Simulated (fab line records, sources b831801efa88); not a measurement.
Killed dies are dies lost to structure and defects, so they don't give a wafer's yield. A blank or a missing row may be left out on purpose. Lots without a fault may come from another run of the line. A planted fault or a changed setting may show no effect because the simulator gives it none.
fab line records | flow sfq_line
record lots=5 wafers=23
route steps=325 shown JJ@189 M5@199 R5@213 I5@228
start_h: hours from the record's first day to the start of the lot's first wafer shown | wait_h: hours since the lot's step before | " the same as in the row above | L1.1+2: a row that stands for several wafers | - no value, or no start given | * or withheld: withheld | < > ~ a bound
route shown NAME@n: a module of which the file shows steps, and the number in the route of the first | usual: mean/standard deviation of fault-free wafers | same: alike in all rows | chamber/n: place in a boat | sites: the reading at each site | _std_site: their standard deviation | _edge_site: outer sites' mean less inner sites' | radius_mm: how far each site lies from the wafer's centre | mask NAME#n: copy n | behind: the tool/chamber that last shaped the wafer | hold: why the lot was held/for how many hours/how that ended | device: the transistor (n, p or np) that didn't switch | end of line: the same wafers' tests at the end of the route | a step without rows: its recipe alone | killed: dies lost to structure and defects at the first sort, not the wafer's yield | map: a wafer's dies, x killed, . not, _ none there
set.NAME: the setting as run; set.NAME@STEP: as run at that earlier step | model.NAME: the simulator's own value behind a step, which no gauge read
lots whose settings were changed on purpose; a table a step, a row a wafer
## steps
# step SFQ_TRILAYER_JJ_CE_LITHO_PEB_117
# recipe peb_temp_c=115 peb_time_s=60 resist=KrF
# columns lot.wafer tool chamber start_h wait_h set.peb_temp_c
L080.2+3+4+5+6 litho_track-01 0 1323.72 0.8 115
L081.1+2+3 litho_track-01 0 1326.10 1.0 115
L082.1+2 litho_track-02 0 1338.10 1.0 116.4
L082.3+4+5 " 0 " " 115
L084.1+2+4+5+6 litho_track-02 0 1360.93 1.0 115
L085.1+2+3 litho_track-01 0 1375.33 1.0 115
L085.5+6 " 0 " " 116.6
# step SFQ_TRILAYER_JJ_CE_LITHO_DEVELOP_116
# recipe time_s=60 resist=KrF
# step SFQ_TRILAYER_JJ_CE_METRO_MEASURE_117
# usual cd_nm=700.3/0.99
# columns lot.wafer tool chamber start_h wait_h set.peb_temp_c@TRILAYER_JJ_CE_LITHO_PEB_117 cd_nm
L080.2 cd_sem-01 - 1324.23 0.2 115 702.1
L080.3 " - " " 115 701.1
L080.4 " - " " 115 701.2
L080.5 " - " " 115 701.0
L080.6 " - " " 115 701.3
L081.1 cd_sem-02 - 1326.43 0.0 115 698.2
L081.2 " - " " 115 700.0
L081.3 " - " " 115 699.4
L082.1 cd_sem-01 - 1338.43 0.0 116.4 677.4
L082.2 " - " " 116.4 674.6
L082.3 " - " " 115 700.4
L082.4 " - " " 115 700.3
L082.5 " - " " 115 700.9
L084.1 cd_sem-01 - 1361.26 0.0 115 700.6
L084.2 " - " " 115 701.2
L084.4 " - " " 115 701.6
L084.5 " - " " 115 701.8
L084.6 " - " " 115 701.9
L085.1 cd_sem-02 - 1375.66 0.0 115 699.2
L085.2 " - " " 115 699.0
L085.3 " - " " 115 699.5
L085.5 " - " " 116.6 673.2
L085.6 " - " " 116.6 672.6
# step SFQ_TRILAYER_JJ_CE_BARC_OPEN_RIE_150
# recipe mask_material=PR chemistry=O2 target_depth_nm=240 target=BARC icp_w=600 bias_w=80 pressure_mtorr=10.13 time_s=80
# columns lot.wafer tool chamber start_h wait_h set.peb_temp_c@TRILAYER_JJ_CE_LITHO_PEB_117 model.JJ.cd_nm
L080.2 rie_metal-03 1 1325.23 0.8 115 702.5
L080.3 " 1 " " 115 702.6
L080.4 " 0 " " 115 700.2
L080.5 " 0 " " 115 700.1
L080.6 " 1 " " 115 702.8
L081.1 rie_metal-02 0 1327.63 1.0 115 696.8
L081.2 " 1 " " 115 697.3
L081.3 " 0 " " 115 699.6
L082.1 rie_metal-02 1 1339.63 1.0 116.4 674.5
L082.2 " 0 " " 116.4 674
L082.3 " 0 " " 115 699.7
L082.4 " 1 " " 115 698.1
L082.5 " 1 " " 115 698.3
L084.1 rie_metal-04 1 1362.46 1.0 115 697.7
L084.2 " 0 " " 115 703.1
L084.4 " 0 " " 115 702.9
L084.5 " 0 " " 115 705.4
L084.6 " 1 " " 115 699.8
L085.1 rie_metal-04 0 1376.86 1.0 115 700.2
L085.2 " 1 " " 115 695.2
L085.3 " 0 " " 115 701.5
L085.5 " 0 " " 116.6 674.6
L085.6 " 1 " " 116.6 669.6
# step SFQ_TRILAYER_M5_LITHO_COAT_123
# recipe resist=KrF spin_rpm=3000 resist_thk_nm=600
# columns lot.wafer tool chamber start_h wait_h set.resist_thk_nm model.KrF_of_TRILAYER_M5_LITHO_COAT_123.thk_nm
L080.2 litho_track-04 0 1327.10 0.2 600 600
L080.3 " 0 " " 600 599.7
L080.4 " 0 " " 600 600.8
L080.5 " 0 " " 600 598.9
L080.6 " 0 " " 600 599.3
L081.1 litho_track-03 0 1329.47 0.2 600 595.6
L081.2 " 0 " " 600 597.2
L081.3 " 0 " " 600 596.6
L082.1 litho_track-03 0 1341.40 0.2 588 587.5
L082.2 " 0 " " 600 600.3
L082.3 " 0 " " 588 586.3
L082.4 " 0 " " 588 586.8
L082.5 " 0 " " 600 598.8
L084.1 litho_track-04 0 1364.44 0.2 600 600.7
L084.2 " 0 " " 576.8 575.5
L084.4 " 0 " " 576.8 576.4
L084.5 " 0 " " 600 599.9
L084.6 " 0 " " 576.8 575.9
L085.1 litho_track-04 0 1378.64 0.2 600 599.8
L085.2 " 0 " " 632.9 634.2
L085.3 " 0 " " 600 600.3
L085.5 " 0 " " 632.9 633
L085.6 " 0 " " 600 598.9
# step SFQ_TRILAYER_M5_LITHO_SOFTBAKE_127
# recipe temp_c=withheld time_s=withheld resist=KrF
# step SFQ_TRILAYER_M5_LITHO_EXPOSE_124
# recipe mask_id=M5 na=0.6 source_shape=conventional sigma_outer=0.65 target_cd_nm=700 dose_mj=14.4
# step SFQ_TRILAYER_M5_LITHO_DEVELOP_125
# recipe time_s=60 resist=KrF
# step SFQ_TRILAYER_M5_BARC_OPEN_METAL_ETCH_161
# recipe mask_material=PR chemistry=O2 target_depth_nm=125 target=BARC icp_w=600 bias_w=80 pressure_mtorr=10 time_s=41.7
# columns lot.wafer tool chamber start_h wait_h set.resist_thk_nm@TRILAYER_M5_LITHO_COAT_123 model.KrF_of_TRILAYER_M5_LITHO_COAT_123.thk_nm
L080.2+3 rie_metal-03 1,0 1450.10 0.0 600 522.6
L080.4 " 1 " " 600 523.6
L080.5 " 0 " " 600 522.5
L080.6 " 1 " " 600 522
L081.1 rie_metal-01 1 1452.50 0.0 600 519
L081.2 " 0 " " 600 521.4
L081.3 " 0 " " 600 521.1
L082.1+3 rie_metal-03 1,0 1462.10 0.0 588 509.6
L082.2 " 0 " " 600 523.4
L082.4 " 1 " " 588 508.7
L082.5 " 1 " " 600 520.7
L084.1 rie_metal-03 0 1481.30 0.0 600 524.5
L084.2+6 " 1 " " 576.8 498.7
L084.4 " 1 " " 576.8 499.2
L084.5 " 0 " " 600 523.5
L085.1 rie_metal-03 0 1493.93 0.0 600 522.2
L085.2 " 1 " " 632.9 556.7
L085.3 " 0 " " 600 523
L085.5 " 0 " " 632.9 556
L085.6 " 1 " " 600 521.8
# step SFQ_TRILAYER_M5_ETCH_METAL_ETCH_126
# recipe target=Nb stop_on=SiO2 mask_material=PR over_etch_frac=0.15 time_s=203.2 chemistry=Cl2/BCl3 target_depth_nm=265 icp_w=600 bias_w=80 pressure_mtorr=10
# columns lot.wafer tool chamber start_h wait_h set.power_w@TRILAYER_JJ_TRILAYER_DEP_SPUTTER_109 model.etch.depth_nm model.M5.feature_depth_nm
L080.2 rie_metal-03 1 1450.16 0.0 2200 162.8 174.9
L080.3 " 0 " " 2000 150.9 162.9
L080.4 " 1 " " 2000 - 164.4
L080.5 " 0 " " 2000 - 163.3
L080.6 " 1 " " 2200 - 175.8
L081.1 rie_metal-01 1 1452.56 0.0 2000 149.4 161.5
L081.2 " 0 " " 2000 149.7 161.5
L081.3 " 0 " " 2000 145.9 157.8
L082.1 rie_metal-03 1 1462.16 0.0 2000 152.6 164.8
L082.2 " 0 " " 2000 152.5 164.6
L082.3 " 0 " " 2000 - 162.7
L082.4 " 1 " " 2000 - 158.9
L082.5 " 1 " " 2000 - 158.5
L084.1 rie_metal-03 0 1481.36 0.0 2000 - 164.2
L084.2 " 1 " " 2000 - 166.5
L084.4 " 1 " " 2000 - 159.8
L084.5 " 0 " " 2000 148.7 160.9
L084.6 " 1 " " 2000 - 165.2
L085.1 rie_metal-03 0 1493.99 0.0 1859 - 149.8
L085.2 " 1 " " 2000 150.6 162.8
L085.3 " 0 " " 1859 139.3 151.5
L085.5 " 0 " " 1859 - 151.5
L085.6 " 1 " " 2000 149.7 162
# step SFQ_TRILAYER_R5_DEP_SPUTTER_133
# recipe material=MoNx base_pressure_pa=1.33e-06 target_thk_nm=40 power_w=1000 time_s=66.7 chamber_pressure_pa=0.4
# columns lot.wafer tool chamber start_h wait_h set.time_s model.MoNx_of_TRILAYER_R5_DEP_SPUTTER_133.thk_nm
L080.2 pvd_sputter-05 - 1456.38 0.0 66.7 40.56
L080.3 " - " " 66.7 40.61
L080.4 " - " " 66.7 40.04
L080.5 " - " " 70.78 42.97
L080.6 " - " " 70.78 42.99
L081.1 pvd_sputter-03 - 1461.62 0.0 66.7 40.56
L081.2 " - " " 66.7 40.25
L081.3 " - " " 66.7 40.48
L082.1 pvd_sputter-03 - 1467.44 0.0 66.7 40.08
L082.2 " - " " 69.27 41.78
L082.3 " - " " 69.27 41.38
L082.4 " - " " 66.7 39.31
L082.5 " - " " 69.27 41.5
L084.1 pvd_sputter-04 - 1486.64 0.0 75.73 44.87
L084.2 " - " " 75.73 45.26
L084.4 " - " " 66.7 40.02
L084.5 " - " " 66.7 39.67
L084.6 " - " " 75.73 45.03
L085.1 pvd_sputter-03 - 1499.27 0.0 66.7 39.8
L085.2 " - " " 66.7 40.21
L085.3 " - " " 66.7 39.64
L085.5 " - " " 66.7 40.03
L085.6 " - " " 66.7 39.14
# step SFQ_TRILAYER_R5_DEP_SPUTTER_134
# recipe material=Ti base_pressure_pa=1.33e-06 target_thk_nm=5 power_w=2000 time_s=4.879 chamber_pressure_pa=0.4
# step SFQ_R5_RS_MEAS_933
# recipe thk_meas_gauge=four-point-probe reads=Ti_of_TRILAYER_R5_DEP_SPUTTER_134+MoNx_of_TRILAYER_R5_DEP_SPUTTER_133+Ti_of_TRILAYER_R5_DEP_SPUTTER_132
# usual R5_MONX_RS=7.08/0.077
# columns lot.wafer tool chamber start_h wait_h set.time_s@TRILAYER_R5_DEP_SPUTTER_133 R5_MONX_RS[ohm/sq]
L080.2 film_metro-03 - 1456.47 0.0 66.7 6.99
L080.3 " - " " 66.7 6.98
L080.4 " - " " 66.7 7.07
L080.5 " - " " 70.78 6.60
L080.6 " - " " 70.78 6.61
L081.1 film_metro-03 - 1461.70 0.0 66.7 6.99
L081.2 " - " " 66.7 7.02
L081.3 " - " " 66.7 6.98
L082.1 film_metro-03 - 1467.52 0.0 66.7 7.03
L082.2 " - " " 69.27 6.79
L082.3 " - " " 69.27 6.83
L082.4 " - " " 66.7 7.16
L082.5 " - " " 69.27 6.82
L084.1 film_metro-03 - 1486.72 0.0 75.73 6.33
L084.2 " - " " 75.73 6.29
L084.4 " - " " 66.7 7.05
L084.5 " - " " 66.7 7.11
L084.6 " - " " 75.73 6.33
L085.1 film_metro-02 - 1499.34 0.0 66.7 7.13
L085.2 " - " " 66.7 7.04
L085.3 " - " " 66.7 7.12
L085.5 " - " " 66.7 7.07
L085.6 " - " " 66.7 7.20
# step SFQ_R5_THK_MEAS_934
# recipe thk_meas_gauge=xrf reads=MoNx_of_TRILAYER_R5_DEP_SPUTTER_133
# usual R5_MONX_THK=39.8/0.52
# columns lot.wafer tool chamber start_h wait_h set.time_s@TRILAYER_R5_DEP_SPUTTER_133 R5_MONX_THK[nm]
L080.2 film_metro-03 - 1456.58 0.1 66.7 40.9
L080.3 " - " " 66.7 40.5
L080.4 " - " " 66.7 40.1
L080.5 " - " " 70.78 43.1
L080.6 " - " " 70.78 43.0
L081.1 film_metro-03 - 1461.82 0.1 66.7 40.7
L081.2 " - " " 66.7 40.4
L081.3 " - " " 66.7 40.3
L082.1 film_metro-03 - 1467.64 0.1 66.7 40.0
L082.2 " - " " 69.27 41.7
L082.3 " - " " 69.27 41.1
L082.4 " - " " 66.7 39.1
L082.5 " - " " 69.27 41.4
L084.1 film_metro-03 - 1486.84 0.1 75.73 44.9
L084.2 " - " " 75.73 45.1
L084.4 " - " " 66.7 39.9
L084.5 " - " " 66.7 39.2
L084.6 " - " " 75.73 45.0
L085.1 film_metro-02 - 1499.46 0.1 66.7 39.5
L085.2 " - " " 66.7 40.0
L085.3 " - " " 66.7 39.5
L085.5 " - " " 66.7 39.9
L085.6 " - " " 66.7 39.1
# step SFQ_TRILAYER_R5_LITHO_EXPOSE_137
# recipe mask_id=R5 na=0.6 source_shape=conventional sigma_outer=0.65 target_cd_nm=500 dose_mj=14.4
# columns lot.wafer tool chamber start_h wait_h mask set.dose_mj
L080.2+3+4+5+6 krf_scanner-02 0 1566.70 - R5#0 14.4
L081.1+2+3 krf_scanner-02 0 1571.30 - R5#0 14.4
L082.1+2+3+4+5 krf_scanner-02 0 1577.30 - R5#0 14.4
L084.1+4 krf_scanner-02 0 1594.10 - R5#0 13.53
L084.2+5+6 " 0 " " R5#0 14.4
L085.1+2+6 krf_scanner-02 0 1609.44 - R5#0 14.4
L085.3+5 " 0 " " R5#0 15.28
# step SFQ_TRILAYER_R5_LITHO_PEB_139
# recipe peb_temp_c=115 peb_time_s=60 resist=KrF
# step SFQ_TRILAYER_R5_LITHO_DEVELOP_138
# recipe time_s=60 resist=KrF
# step SFQ_TRILAYER_R5_BARC_OPEN_METAL_ETCH_177
# recipe mask_material=PR chemistry=O2 target_depth_nm=125 target=BARC icp_w=600 bias_w=80 pressure_mtorr=10 time_s=41.7
# columns lot.wafer tool chamber start_h wait_h set.dose_mj@TRILAYER_R5_LITHO_EXPOSE_137 model.R5.cd_nm
L080.2 rie_metal-04 1 1568.05 0.0 14.4 503.8
L080.3 " 1 " " 14.4 504.4
L080.4 " 1 " " 14.4 504.1
L080.5 " 1 " " 14.4 503.6
L080.6 " 1 " " 14.4 503.4
L081.1 rie_metal-01 1 1572.83 0.0 14.4 499.1
L081.2 " 0 " " 14.4 498.7
L081.3 " 1 " " 14.4 499.5
L082.1+5 rie_metal-01 1,0 1578.83 0.0 14.4 501.5
L082.2 " 0 " " 14.4 502
L082.3 " 1 " " 14.4 502.7
L082.4 " 0 " " 14.4 502.2
L084.1 rie_metal-02 0 1595.63 0.0 13.53 507.7
L084.2 " 1 " " 14.4 503.2
L084.4 " 0 " " 13.53 508.1
L084.5 " 0 " " 14.4 500.1
L084.6 " 1 " " 14.4 500.6
L085.1 rie_metal-01 1 1610.97 0.0 14.4 502.1
L085.2 " 0 " " 14.4 500.1
L085.3 " 1 " " 15.28 491.5
L085.5 " 0 " " 15.28 490.1
L085.6 " 1 " " 14.4 501.9
# step SFQ_TRILAYER_R5_ETCH_METAL_ETCH_139
# recipe stop_on=SiO2 mask_material=PR chemistry=Cl2 target_depth_nm=60 icp_w=600 bias_w=80 pressure_mtorr=10 time_s=40
# usual oes_product_au=0.986/0.008
# columns lot.wafer tool chamber start_h wait_h set.time_s@TRILAYER_R5_DEP_SPUTTER_133 oes_product_au
L080.2 rie_metal-04 1 1568.17 0.1 66.7 0.988
L080.3 " 1 " " 66.7 0.990
L080.4 " 1 " " 66.7 0.992
L080.5 " 1 " " 70.78 0.988
L080.6 " 1 " " 70.78 0.984
L081.1 rie_metal-01 1 1572.89 0.0 66.7 0.976
L081.2 " 0 " " 66.7 0.978
L081.3 " 1 " " 66.7 0.982
L082.1 rie_metal-01 1 1578.89 0.0 66.7 0.983
L082.2 " 0 " " 69.27 0.978
L082.3 " 1 " " 69.27 0.977
L082.4 " 0 " " 66.7 0.975
L082.5 " 0 " " 69.27 0.980
L084.1 rie_metal-02 0 1595.69 0.0 75.73 0.940
L084.2 " 1 " " 75.73 0.955
L084.4 " 0 " " 66.7 0.988
L084.5 " 0 " " 66.7 1.010
L084.6 " 1 " " 75.73 0.943
L085.1 rie_metal-01 1 1611.03 0.0 66.7 0.978
L085.2 " 0 " " 66.7 0.980
L085.3 " 1 " " 66.7 0.979
L085.5 " 0 " " 66.7 0.985
L085.6 " 1 " " 66.7 0.979
# step SFQ_TRILAYER_A5C_DEP_PECVD_142
# recipe material=SiO2 temp_c=150 time_s=15.556 pressure_torr=2.4 rf_w=183.3 precursor=SiH4/N2O target_thk_nm=70
# columns lot.wafer tool chamber start_h wait_h set.time_s model.SiO2_of_TRILAYER_A5C_DEP_PECVD_142.thk_nm
L080.2 pecvd-04 2 1569.64 0.0 15.556 69.03
L080.3 " 0 " " 13.97 62.74
L080.4 " 0 " " 15.556 70.93
L080.5 " 2 " " 13.97 63.1
L080.6 " 1 " " 15.556 71.05
L081.1 pecvd-02 2 1573.73 0.0 15.556 69.38
L081.2 " 0 " " 15.556 68
L081.3 " 1 " " 15.556 68.52
L082.1 pecvd-02 1 1579.73 0.0 16.91 75.14
L082.2 " 2 " " 16.91 75.71
L082.3 " 0 " " 15.556 69.05
L082.4 " 2 " " 16.91 77.38
L082.5 " 1 " " 15.556 70.43
L084.1 pecvd-02 2 1596.53 0.0 15.556 69.92
L084.2 " 0 " " 15.556 68.64
L084.4 " 2 " " 15.556 71.03
L084.5 " 1 " " 14.65 65.69
L084.6 " 0 " " 14.65 66.43
L085.1 pecvd-02 0 1611.87 0.0 15.556 69.02
L085.2 " 1 " " 15.556 68.46
L085.3 " 2 " " 15.556 69.6
L085.5 " 1 " " 15.556 69.68
L085.6 " 2 " " 15.556 70.84
# step SFQ_TRILAYER_I5_LITHO_COAT_144
# recipe resist=KrF spin_rpm=3000 resist_thk_nm=650
# columns lot.wafer tool chamber start_h wait_h set.spin_rpm model.KrF_of_TRILAYER_I5_LITHO_COAT_144.thk_nm
L080.2 litho_track-03 0 1570.02 0.2 3000 650.4
L080.3 " 0 " " 3156 633.9
L080.4 " 0 " " 3000 649.5
L080.5 " 0 " " 3156 636.1
L080.6 " 0 " " 3156 633.8
L081.1 litho_track-01 0 1574.05 0.2 3000 649.9
L081.2 " 0 " " 3000 651.5
L081.3 " 0 " " 3000 649.3
L082.1 litho_track-03 0 1580.05 0.2 3000 649.5
L082.2 " 0 " " 3000 651.7
L082.3 " 0 " " 3000 648
L082.4 " 0 " " 3000 648.9
L082.5 " 0 " " 3000 650.4
L084.1 litho_track-04 0 1596.85 0.2 3000 648
L084.2 " 0 " " 3000 646.6
L084.4 " 0 " " 3000 648.5
L084.5 " 0 " " 3000 650.6
L084.6 " 0 " " 3000 649.4
L085.1 litho_track-01 0 1612.19 0.2 2940 652.8
L085.2 " 0 " " 3000 644.3
L085.3 " 0 " " 3000 645
L085.5 " 0 " " 2940 655.4
L085.6 " 0 " " 3000 644.7
# step SFQ_TRILAYER_I5_BARC_OPEN_VIA_ETCH_200
# recipe mask_material=PR chemistry=O2 target_depth_nm=125 target=BARC source_w=500 bias_w=80 pressure_mtorr=30 time_s=41.7
# columns lot.wafer tool chamber start_h wait_h set.pressure_mtorr set.spin_rpm@TRILAYER_I5_LITHO_COAT_144 model.KrF_of_TRILAYER_I5_LITHO_COAT_144.thk_nm
L080.2 rie_diel-02 1 1571.96 0.0 28.73 3000 574
L080.3 " 3 " " 28.73 3156 556.2
L080.4 " 0 " " 28.73 3000 573.3
L080.5 " 3 " " 28.73 3156 558.9
L080.6 " 0 " " 28.73 3156 557.9
L081.1 rie_diel-01 1 1576.04 0.0 30 3000 573.1
L081.2 " 0 " " 30 3000 574.2
L081.3 " 3 " " 30 3000 571.4
L082.1 rie_diel-01 2 1703.48 0.0 31.17 3000 571.3
L082.2 " 3 " " 31.17 3000 574.8
L082.3 " 0 " " 31.17 3000 570.3
L082.4 " 2 " " 31.17 3000 570.9
L082.5 " 0 " " 31.17 3000 573.1
L084.1 rie_diel-01 3 1710.84 0.0 26.6 3000 571.9
L084.2 " 0 " " 26.6 3000 569.7
L084.4 " 2 " " 26.6 3000 571.2
L084.5 " 0 " " 26.6 3000 573.7
L084.6 " 3 " " 26.6 3000 573.2
L085.1 rie_diel-01 0 1719.24 0.0 26.68 2940 575.2
L085.2 " 2 " " 26.68 3000 567.1
L085.3 " 3 " " 26.68 3000 568.6
L085.5 " 2 " " 26.68 2940 578.5
L085.6 " 3 " " 26.68 3000 567.7
## key
split step=SFQ_TRILAYER_JJ_CE_LITHO_PEB_117 setting=peb_temp_c stated=115 by=wafer
response step=SFQ_TRILAYER_JJ_CE_METRO_MEASURE_117 reading=cd_nm change=-19.5 per=1% r=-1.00
response step=SFQ_TRILAYER_JJ_CE_BARC_OPEN_RIE_150 reading=model.JJ.cd_nm change=-19.7 per=1% r=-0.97
split step=SFQ_TRILAYER_M5_LITHO_COAT_123 setting=resist_thk_nm stated=600 by=wafer
response step=SFQ_TRILAYER_M5_LITHO_COAT_123 reading=model.KrF_of_TRILAYER_M5_LITHO_COAT_123.thk_nm change=+6.24 per=1% r=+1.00
response step=SFQ_TRILAYER_M5_BARC_OPEN_METAL_ETCH_161 reading=model.KrF_of_TRILAYER_M5_LITHO_COAT_123.thk_nm change=+6.31 per=1% r=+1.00
split step=SFQ_TRILAYER_R5_DEP_SPUTTER_133 setting=time_s stated=66.7 by=wafer
response step=SFQ_TRILAYER_R5_DEP_SPUTTER_133 reading=model.MoNx_of_TRILAYER_R5_DEP_SPUTTER_133.thk_nm change=+0.397 per=1% r=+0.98
response step=SFQ_R5_RS_MEAS_933 reading=R5_MONX_RS change=-0.0595 per=1% r=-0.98
response step=SFQ_R5_THK_MEAS_934 reading=R5_MONX_THK change=+0.408 per=1% r=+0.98
response step=SFQ_TRILAYER_R5_ETCH_METAL_ETCH_139 reading=oes_product_au change=-0.00316 per=1% r=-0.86
split step=SFQ_TRILAYER_R5_LITHO_EXPOSE_137 setting=dose_mj stated=14.4 by=wafer
response step=SFQ_TRILAYER_R5_BARC_OPEN_METAL_ETCH_177 reading=model.R5.cd_nm change=-1.41 per=1% r=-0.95
split step=SFQ_TRILAYER_A5C_DEP_PECVD_142 setting=time_s stated=15.556 by=wafer
response step=SFQ_TRILAYER_A5C_DEP_PECVD_142 reading=model.SiO2_of_TRILAYER_A5C_DEP_PECVD_142.thk_nm change=+0.716 per=1% r=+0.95
split step=SFQ_TRILAYER_I5_LITHO_COAT_144 setting=spin_rpm stated=3000 by=wafer
response step=SFQ_TRILAYER_I5_LITHO_COAT_144 reading=model.KrF_of_TRILAYER_I5_LITHO_COAT_144.thk_nm change=-3.18 per=1% r=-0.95
response step=SFQ_TRILAYER_I5_BARC_OPEN_VIA_ETCH_200 reading=model.KrF_of_TRILAYER_I5_LITHO_COAT_144.thk_nm change=-3.27 per=1% r=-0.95
split step=SFQ_TRILAYER_I5_BARC_OPEN_VIA_ETCH_200 setting=pressure_mtorr stated=30 by=lot
response none clear
split outside_this_file step=SFQ_TRILAYER_JJ_TRILAYER_DEP_SPUTTER_109 setting=power_w
# split outside_this_file: this setting was split too, and the file shows its column; the key of that split is in another file
